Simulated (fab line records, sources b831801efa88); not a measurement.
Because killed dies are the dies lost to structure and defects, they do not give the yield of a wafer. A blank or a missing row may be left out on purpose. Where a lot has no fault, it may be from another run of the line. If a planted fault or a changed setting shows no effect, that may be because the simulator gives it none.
Which tool was responsible? / flow gf180mcu / 14 lots with 42 wafers sampled at 2 steps, on a route of 602 steps

WHAT THE GAUGES READ, wafer by wafer
GF_MVPSD_TW_MEAS_11. Usual: for MVPSD_TW the level is 552.8 and the standard deviation is 2.3.
lot=L599; measured=day 5 06:27; on=filmMetro-04; MVPSD_TW=551.9 552.7 557.1; flag=
lot=L600; measured=day 5 10:22; on=filmMetro-02; MVPSD_TW=555.9 552.9 551.6; flag=
lot=L603; measured=day 6 06:40; on=filmMetro-04; MVPSD_TW=552.9 552.0 551.1; flag=
lot=L604; measured=day 6 10:20; on=filmMetro-03; MVPSD_TW=551.2 551.7 552.8; flag=
lot=L605; measured=day 6 12:58; on=filmMetro-04; MVPSD_TW=555.9 552.6 549.2; flag=
lot=L608; measured=day 7 10:04; on=filmMetro-02; MVPSD_TW=556.2 557.1 553.6; flag=
lot=L609; measured=day 7 14:58; on=filmMetro-03; MVPSD_TW=553.3 551.3 550.2; flag=
lot=L612; measured=day 8 22:42; on=filmMetro-02; MVPSD_TW=553.0 553.4 555.2; flag=
lot=L615; measured=day 9 08:49; on=filmMetro-04; MVPSD_TW=553.0 550.5 553.8; flag=
lot=L616; measured=day 9 17:22; on=filmMetro-02; MVPSD_TW=555.3 553.9 553.4; flag=
lot=L617; measured=day 9 21:31; on=filmMetro-03; MVPSD_TW=553.2 550.4 550.6; flag=
lot=L618; measured=day 10 03:37; on=filmMetro-04; MVPSD_TW=555.2 551.8 553.0; flag=
lot=L620; measured=day 10 10:43; on=filmMetro-04; MVPSD_TW=554.2 558.8 552.9; flag=
lot=L621; measured=day 10 19:10; on=filmMetro-04; MVPSD_TW=553.3 553.8 554.2; flag=

TOOL THAT RAN EACH LOT (tool first, then ch and the chambers of the sampled wafers, then the start)
lot=L599; GF_DNWELL_IMPLANT_07=implanter-01 ch 0, day 3 00:26
lot=L600; GF_DNWELL_IMPLANT_07=implanter-01 ch 0, day 3 04:32
lot=L603; GF_DNWELL_IMPLANT_07=implanter-01 ch 0, day 3 22:38
lot=L604; GF_DNWELL_IMPLANT_07=implanter-02 ch 0, day 4 01:38
lot=L605; GF_DNWELL_IMPLANT_07=implanter-02 ch 0, day 4 06:32
lot=L608; GF_DNWELL_IMPLANT_07=implanter-02 ch 0, day 4 23:10
lot=L609; GF_DNWELL_IMPLANT_07=implanter-01 ch 0, day 5 03:53
lot=L612; GF_DNWELL_IMPLANT_07=implanter-01 ch 0, day 6 06:13
lot=L615; GF_DNWELL_IMPLANT_07=implanter-03 ch 0, day 6 15:23
lot=L616; GF_DNWELL_IMPLANT_07=implanter-03 ch 0, day 6 23:38
lot=L617; GF_DNWELL_IMPLANT_07=implanter-03 ch 0, day 7 01:20
lot=L618; GF_DNWELL_IMPLANT_07=implanter-03 ch 0, day 7 06:50
lot=L620; GF_DNWELL_IMPLANT_07=implanter-01 ch 0, day 7 13:50
lot=L621; GF_DNWELL_IMPLANT_07=implanter-03 ch 0, day 7 20:28
- GF_DNWELL_IMPLANT_07

AS READ BY THE TOOLS THEMSELVES (means over the sampled wafers that have a number; for cases with no such wafer, the mark the record gives instead)
GF_DNWELL_IMPLANT_07. Usual: beamEnergyKeV 1500.1, standard deviation 0.47.
lot=L599 tool=implanter-01 beamEnergyKeV=1499.6 flag=
lot=L600 tool=implanter-01 beamEnergyKeV=1500.2 flag=
lot=L603 tool=implanter-01 beamEnergyKeV=1500.1 flag=
lot=L604 tool=implanter-02 beamEnergyKeV=1500.7 flag=
lot=L605 tool=implanter-02 beamEnergyKeV=1333.1 flag=OFF
lot=L608 tool=implanter-02 beamEnergyKeV=1333.1 flag=OFF
lot=L609 tool=implanter-01 beamEnergyKeV=1499.5 flag=
lot=L612 tool=implanter-01 beamEnergyKeV=1500.0 flag=
lot=L615 tool=implanter-03 beamEnergyKeV=1500.0 flag=
lot=L616 tool=implanter-03 beamEnergyKeV=1500.5 flag=
lot=L617 tool=implanter-03 beamEnergyKeV=1500.2 flag=
lot=L618 tool=implanter-03 beamEnergyKeV=1500.3 flag=
lot=L620 tool=implanter-01 beamEnergyKeV=1500.0 flag=
lot=L621 tool=implanter-03 beamEnergyKeV=1499.7 flag=

THE ANSWER, worked out from the rows above alone
Rule: lot off if the mean of its wafers having a number is beyond 3 standard deviations from the usual mean. Also off: a lot with no number at a reading for which 4 or more lots have one. Where the step has rows for the other lots, those lots are counted as sound. Order of review: gauges by route order, followed by the tools' own readings, for which a lot's mean as printed above is used. At the first step where some lot is off, the reading lying furthest off is the one used; lots without a number count as furthest.
Off at GF_DNWELL_IMPLANT_07 (beamEnergyKeV): L605, L608.
If a tool, at that step or one of the process steps before it, ran each lot that is off and ran no sound lot following the first of them, it fits. One fits: implanter-02 at GF_DNWELL_IMPLANT_07. Its last sound lot is L604 (day 4 01:38), its first lot that is off L605 (day 4 06:32): a fault that began between those two fits.
On the lots that are off, the tool's own readings at GF_DNWELL_IMPLANT_07 differ by more than 5 times the standard deviation of the sound lots' means, which bears it out; beamEnergyKeV reads 1333.1 there versus 1500.1 on the sound lots.

WHAT HAD BEEN PUT IN BY THE SIMULATOR
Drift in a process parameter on implanter-02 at GF_DNWELL_IMPLANT_07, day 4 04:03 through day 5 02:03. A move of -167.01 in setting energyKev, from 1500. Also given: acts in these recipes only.
Lots struck among those shown: L605, L608. The rule given above showed the same thing.
